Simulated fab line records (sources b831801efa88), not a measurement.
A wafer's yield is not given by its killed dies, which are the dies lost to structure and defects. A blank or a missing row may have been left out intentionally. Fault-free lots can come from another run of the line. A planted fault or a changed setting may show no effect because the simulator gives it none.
Which tool is to blame? ; flow sky130 ; 6 lots, 18 wafers sampled, at 3 steps of a route of 708

WHAT EACH GAUGE READ, for each wafer
SKY_SONOS_ONO_THK_MEAS_05.
lot;measured;on;SONOS_ONO_CVD_04_THK (nm)
L957;day 12 11:50;film-metro-03;6.47 6.62 6.58
L959;day 12 19:59;film-metro-03;6.69 6.85 6.79
L967;day 15 16:03;film-metro-03;5.64 5.60 5.66
L970;day 16 23:55;film-metro-04;5.78 5.89 5.82
L973;day 17 14:58;film-metro-02;5.72 5.73 5.72
L976;day 18 18:55;film-metro-04;5.86 5.87 5.85

WHICH TOOL RAN EACH LOT (tool, then ch and the chambers of the sampled wafers, then the start)
lot;SKY_FIELD_ISO_STRIP_16;SKY_SONOS_ONO_CVD_04
L957;plasma-asher-02 ch 0,1, day 3 00:31;lpcvd-03 ch 1, day 12 10:35
L959;plasma-asher-03 ch 0,1, day 3 06:58;lpcvd-03 ch 0, day 12 18:43
L967;plasma-asher-02 ch 0,1, day 5 00:44;lpcvd-03 ch 1, day 15 14:47
L970;plasma-asher-03 ch 0,1, day 5 15:38;lpcvd-03 ch 0, day 16 22:40
L973;plasma-asher-03 ch 0,1, day 6 09:07;lpcvd-03 ch 0, day 17 13:05
L976;plasma-asher-02 ch 0,1, day 7 03:25;lpcvd-03 ch 1, day 18 17:40
- SKY_FIELD_ISO_STRIP_16: strips in O2/N2.
- SKY_SONOS_ONO_CVD_04: deposits SiO2 from SiH4/N2O, target thk 5.7199 nm.

THE ANSWER, worked out from the rows above alone
Rule: usual is defined by the lots themselves. Put in order of their means at a reading, lots are off if they are a third of the lots or fewer, leave a main group of 4 or more, and stand apart from it by a gap of 3 or more times the standard deviation of the main group's means; of several such gaps the widest counts. If all means in a main group match to the digits the tables above print for the reading, that group is not used. Also off: a lot with no number at a reading for which 4 or more lots have one. Any other lot the step has rows for is counted as sound.
Off: at SKY_SONOS_ONO_THK_MEAS_05 (SONOS_ONO_CVD_04_THK), L957, L959. Mean 5.76 nm and standard deviation 0.09 in the main group.
A tool fits if, at a process step before that reading, it ran every lot that is off, and no sound lot after the first of them. The gauges at SKY_SONOS_ONO_THK_MEAS_05 are tried like those tools. Not one of the candidates tried fits.

WHAT WAS PUT IN BY THE SIMULATOR
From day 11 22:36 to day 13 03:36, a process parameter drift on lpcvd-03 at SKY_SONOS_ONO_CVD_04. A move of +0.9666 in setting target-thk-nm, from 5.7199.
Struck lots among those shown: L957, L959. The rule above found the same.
